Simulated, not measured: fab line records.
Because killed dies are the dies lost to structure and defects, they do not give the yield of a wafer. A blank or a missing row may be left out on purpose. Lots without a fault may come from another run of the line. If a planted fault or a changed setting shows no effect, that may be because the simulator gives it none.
Check for tools in common :: flow sky130 :: 11 lots and 39 wafers in the sample

== REASON IT WAS OPENED ==
At SKY_SD_N_RS_MEAS_16 the reading SD_N_RS is flagged on 2 of 11 lots. Fault-free wafers read 68.52 ohm/sq, with a standard deviation of 0.11.
Rule: a lot is flagged when every wafer of it that has a number lies more than 4 standard deviations from that mean, or none has a number. The other lots count as sound.

lot: L109
measured: day 29 19:10
on: film-metro-02
SD_N_RS (ohm/sq), wafer by wafer: 68.42 68.40 68.45
flag: 

lot: L111
measured: day 30 08:38
on: film-metro-02
SD_N_RS (ohm/sq), wafer by wafer: 68.46 68.47 68.55
flag: 

lot: L113
measured: day 30 14:52
on: film-metro-04
SD_N_RS (ohm/sq), wafer by wafer: 68.59 68.51 68.55
flag: 

lot: L117
measured: day 30 15:59
on: film-metro-04
SD_N_RS (ohm/sq), wafer by wafer: 68.47 68.56 68.31
flag: 

lot: L121
measured: day 30 19:51
on: film-metro-04
SD_N_RS (ohm/sq), wafer by wafer: 73.03 73.04 73.13 73.16 73.28 73.19
flag: FLAGGED

lot: L120
measured: day 30 23:14
on: film-metro-04
SD_N_RS (ohm/sq), wafer by wafer: 73.08 73.05 72.98 73.01 73.07 72.98
flag: FLAGGED

lot: L122
measured: day 36 06:14
on: film-metro-04
SD_N_RS (ohm/sq), wafer by wafer: 68.50 68.49 68.70
flag: 

lot: L128
measured: day 36 23:44
on: film-metro-02
SD_N_RS (ohm/sq), wafer by wafer: 68.59 68.39 68.57
flag: 

lot: L129
measured: day 37 02:42
on: film-metro-04
SD_N_RS (ohm/sq), wafer by wafer: 68.80 68.68 68.70
flag: 

lot: L131
measured: day 37 03:32
on: film-metro-03
SD_N_RS (ohm/sq), wafer by wafer: 68.58 68.40 68.47
flag: 

lot: L130
measured: day 37 05:55
on: film-metro-02
SD_N_RS (ohm/sq), wafer by wafer: 68.43 68.32 68.48
flag: 
The mean of the flagged lots' numbers is 73.08 ohm/sq, +4.56 ohm/sq from the usual (+41 standard deviations).

== LOT BY LOT: THE TOOL USED ==
2 process steps preceding the reading are held in the record, out of 708 steps in the route. Read each cell as the tool, then ch plus the chambers that the sampled wafers visited, then the start.
lot: L109
flag: 
SKY_SD_P_STRIP_10: plasma-asher-02 ch 0,1, day 27 07:52
SKY_SD_N_RTA_14: rtp-anneal-02 ch 0, day 29 18:59

lot: L111
flag: 
SKY_SD_P_STRIP_10: plasma-asher-04 ch 0,1, day 27 21:05
SKY_SD_N_RTA_14: rtp-anneal-02 ch 0, day 30 08:27

lot: L113
flag: 
SKY_SD_P_STRIP_10: plasma-asher-02 ch 0,1, day 28 03:25
SKY_SD_N_RTA_14: rtp-anneal-02 ch 0, day 30 14:41

lot: L117
flag: 
SKY_SD_P_STRIP_10: plasma-asher-04 ch 0,1, day 28 05:12
SKY_SD_N_RTA_14: rtp-anneal-02 ch 0, day 30 15:47

lot: L121
flag: FLAGGED
SKY_SD_P_STRIP_10: plasma-asher-02 ch 0,1, day 28 08:20
SKY_SD_N_RTA_14: rtp-anneal-02 ch 0, day 30 19:39

lot: L120
flag: FLAGGED
SKY_SD_P_STRIP_10: plasma-asher-02 ch 0,1, day 28 12:23
SKY_SD_N_RTA_14: rtp-anneal-02 ch 0, day 30 23:02

lot: L122
flag: 
SKY_SD_P_STRIP_10: plasma-asher-02 ch 0,1, day 34 01:02
SKY_SD_N_RTA_14: rtp-anneal-01 ch 0, day 36 06:02

lot: L128
flag: 
SKY_SD_P_STRIP_10: plasma-asher-03 ch 0,1, day 34 16:42
SKY_SD_N_RTA_14: rtp-anneal-02 ch 0, day 36 23:31

lot: L129
flag: 
SKY_SD_P_STRIP_10: plasma-asher-04 ch 0,1, day 34 20:32
SKY_SD_N_RTA_14: rtp-anneal-02 ch 0, day 37 02:29

lot: L131
flag: 
SKY_SD_P_STRIP_10: plasma-asher-03 ch 0,1, day 34 21:27
SKY_SD_N_RTA_14: rtp-anneal-02 ch 0, day 37 03:22

lot: L130
flag: 
SKY_SD_P_STRIP_10: plasma-asher-02 ch 0,1, day 35 00:59
SKY_SD_N_RTA_14: rtp-anneal-02 ch 0, day 37 05:44
These steps, and what they do:
- SKY_SD_P_STRIP_10: strips in O2/N2.
- SKY_SD_N_RTA_14: time 2 s.
- SKY_SD_N_RS_MEAS_16: measures by four-point-probe.

== FLAGGED AGAINST TOTAL, ONE TOOL AT A TIME (gauges that did the reading follow at the end) ==
step: SKY_SD_P_STRIP_10
tool: plasma-asher-02
lots run: 6
flagged: 2
share of the flagged lots: all
sound lots run after its first flagged lot: 2 (L122,L130)

step: SKY_SD_P_STRIP_10
tool: plasma-asher-03
lots run: 2
flagged: 0
share of the flagged lots: none
sound lots run after its first flagged lot: -

step: SKY_SD_P_STRIP_10
tool: plasma-asher-04
lots run: 3
flagged: 0
share of the flagged lots: none
sound lots run after its first flagged lot: -

step: SKY_SD_N_RTA_14
tool: rtp-anneal-01
lots run: 1
flagged: 0
share of the flagged lots: none
sound lots run after its first flagged lot: -

step: SKY_SD_N_RTA_14
tool: rtp-anneal-02
lots run: 10
flagged: 2
share of the flagged lots: all
sound lots run after its first flagged lot: 4 (L128,L129,L131,L130)

step: SKY_SD_N_RS_MEAS_16
tool: film-metro-02
lots run: 4
flagged: 0
share of the flagged lots: none
sound lots run after its first flagged lot: -

step: SKY_SD_N_RS_MEAS_16
tool: film-metro-03
lots run: 1
flagged: 0
share of the flagged lots: none
sound lots run after its first flagged lot: -

step: SKY_SD_N_RS_MEAS_16
tool: film-metro-04
lots run: 6
flagged: 2
share of the flagged lots: all
sound lots run after its first flagged lot: 2 (L122,L129)

== WHAT THE TABLE PERMITS ==
All flagged lots were run by 3 table rows, namely plasma-asher-02 at SKY_SD_P_STRIP_10, rtp-anneal-02 at SKY_SD_N_RTA_14, film-metro-04 at SKY_SD_N_RS_MEAS_16.
- plasma-asher-02 at SKY_SD_P_STRIP_10: 2 of its 6 lots flagged. Sound lots followed the first flagged one (L122, L130) on it, something a lasting fault affecting the whole tool could not allow.
- rtp-anneal-02 at SKY_SD_N_RTA_14: 2 of its 10 lots flagged. Sound lots followed the first flagged one (L128, L129, L131, L130) on it, something a lasting fault affecting the whole tool could not allow. Its own readings lie more than 4 standard deviations out on every wafer of the flagged lots: lamp-power-pct.
- film-metro-04 at SKY_SD_N_RS_MEAS_16: 2 of its 6 lots flagged. Sound lots followed the first flagged one (L122, L129) on it, something a lasting fault affecting the whole tool could not allow.
No row of the table ran every flagged lot and no sound lot after the first.

== WHAT THE SIMULATOR PUT IN ==
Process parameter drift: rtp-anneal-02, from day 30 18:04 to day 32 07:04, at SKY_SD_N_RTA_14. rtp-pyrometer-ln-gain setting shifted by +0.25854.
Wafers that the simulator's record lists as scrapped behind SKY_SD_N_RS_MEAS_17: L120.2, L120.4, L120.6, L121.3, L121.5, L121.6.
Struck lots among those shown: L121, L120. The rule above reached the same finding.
